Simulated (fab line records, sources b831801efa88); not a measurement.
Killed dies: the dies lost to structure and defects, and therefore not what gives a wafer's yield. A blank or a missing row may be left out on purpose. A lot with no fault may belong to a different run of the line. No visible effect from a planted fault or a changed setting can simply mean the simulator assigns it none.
Struck lot and sound lot, side by side    flow sky130    18 steps out of a route of 708
Sound: these wafers, L863.2, L863.5, L863.6. Struck: wafer L859.2 (left out: L859.3, L859.4 of the same lot, which were not struck); the cause appears at the end.
For every step that has rows: the tool of each side, followed by ch and its chambers, followed by its first start. Under that, the readings that differ: sound wafers    struck wafers    difference of the means    sigmas: that difference in standard deviations of wafers without a fault.
alike: a reading whose means differ by less than 2 such deviations, as well as words and numbers matching on both sides. not compared: withheld readings; readings where some wafer has no value; bounds like >300 that might hide an equal value; numbers whose values overlap and for which the record gives no deviation.
The two part at a step that has a row with sigmas, a row that says differs or no value, or rows on one side only. Numbers that don't overlap but have no deviation are shown without sigmas and don't part them. A reading that every wafer of one side lacks parts them only if that side has two wafers or more.

first, 2 steps without rows for these wafers: SKY_CONTACT_PEB_12; SKY_CONTACT_DEVELOP_13 (develop time 60 s).
SKY_CONTACT_CD_MEAS_14: target cd 170 nm.
  sound: cd_sem-01 at day 38 18:10; struck: cd_sem-02 at day 37 11:11
  alike: cd_nm
SKY_CONTACT_OVL_MEAS_15:
  sound: overlay-02 at day 38 18:17; struck: overlay-02 at day 37 11:17
  alike: CONTACT_OVL
SKY_CONTACT_ETCH_16: etches BARC in N2/H2, stops on SiO2, time 45.9 s, target depth 60 nm.
  sound on rie_diel-03 ch 2,3, day 38 18:19; struck on rie_diel-01 ch 2, day 37 11:19
  alike: chamber_pressure_mTorr, drypump_motor_current_A, oes_product_au, throttle_valve_pct
  not compared: rf_hours_counter_h
SKY_CONTACT_ETCH_17: etches SiO2 in C4F8/O2/Ar, stops on Si3N4, target depth 340 nm.
  sound on rie_diel-03 ch 2,3, day 38 18:21; struck on rie_diel-01 ch 2, day 37 11:22
  alike: chamber_pressure_mTorr, oes_product_au
SKY_CONTACT_ETCH_18: etches Si3N4 in CHF3/O2, stops on TiN, time 39 s, target depth 75 nm.
  sound on rie_diel-03 ch 2,3; struck on rie_diel-01 ch 2
reading                sound              struck  difference  sigmas
oes_product_au (a.u.)  0.865 0.873 0.867  0.842   -0.026      -3
  alike: chamber_pressure_mTorr, drypump_motor_current_A, throttle_valve_pct
  not compared: rf_hours_counter_h
SKY_CONTACT_STRIP_19: strips in O2/N2.
  sound on plasma_asher-02 ch 0,1, day 38 18:26; struck on plasma_asher-01 ch 0, day 37 11:27
  alike: chamber_pressure_mTorr, drypump_motor_current_A, oes_product_au, strip_time_to_endpoint_s
  not compared: rf_hours_counter_h
then, 4 steps without rows for these wafers: SKY_CONTACT_STRIP_20 (strips in post etch residue remover, time 1200 s); SKY_CONTACT_CLEAN_21 (cleans in IPA, time 180 s); SKY_CONTACT_CLEAN_22 (cleans in O3/DIW); SKY_CONTACT_SPUTTER_23 (material TiN, target thk 20 nm, time 80 s).
SKY_CONTACT_CVD_24: deposits W, target thk 340 nm, time 102.12 s.
  sound on cvd_w-02 ch 0,1, day 38 19:05; struck on cvd_w-01 ch 0, day 37 12:07
reading                                sound              struck  difference  sigmas
heater_power_w (W)                     912 900 885        1101    +202        +2
model.W_of_CONTACT_CVD_24.thk_nm (nm)  344.7 343.9 342.2  275.7   -67.9       
  not compared: since_wet_clean_h
SKY_CONTACT_RS_MEAS_25: measures by four-point-probe.
  sound: film_metro-04 at day 38 19:13; struck: film_metro-04 at day 37 12:32
reading                sound              struck  difference  sigmas
CONTACT_W_RS (ohm/sq)  0.333 0.334 0.335  0.418   +0.084      +26
  not compared: hold
SKY_CONTACT_THK_MEAS_26: measures by xrf.
  sound: film_metro-04 at day 38 19:20; struck: film_metro-04 at day 37 17:07
reading             sound        struck  difference  sigmas
CONTACT_W_THK (nm)  345 348 344  276     -70         -19
  not compared: hold
SKY_CONTACT_CMP_27: polishes, stops on SiO2, t overpolish 15 s, target thk 0 nm.
  sound on cmp-01 ch 0,3, day 38 19:29; struck on cmp-01 ch 1, day 37 18:58
reading                 sound           struck                    difference                    sigmas
hold                    - - -           await_dispo/1.6h/release  no value on the sound wafers  
motor_current_A (A)     10.7 10.3 10.9  13.6                      +3.0                          +2
time_to_endpoint_s (s)  90 88 87        69                        -19                           -6
  alike: head_pressure_psi
SKY_METAL1_SPUTTER_00: material Ti, target thk 15 nm, time 10 s.
  sound: pvd_sputter-04 at day 38 19:47; struck: pvd_sputter-02 at day 37 19:16
  alike: throttle_valve_pct
-- the record jumps here: 12 days lie between the struck wafers' starts before and after (it left off in module METAL1 and takes up again in module PAD_OPEN, whose first step shown is number 708 of the route) --
SKY_PAD_OPEN_PROBE_99:
  only the struck wafers here have rows in the record (prober-02, day 50 03:18); the sound ones have none

WHERE THEY PART
Earliest at SKY_CONTACT_ETCH_18; latest, in this record, at SKY_PAD_OPEN_PROBE_99.

WHY: what the simulator had put in
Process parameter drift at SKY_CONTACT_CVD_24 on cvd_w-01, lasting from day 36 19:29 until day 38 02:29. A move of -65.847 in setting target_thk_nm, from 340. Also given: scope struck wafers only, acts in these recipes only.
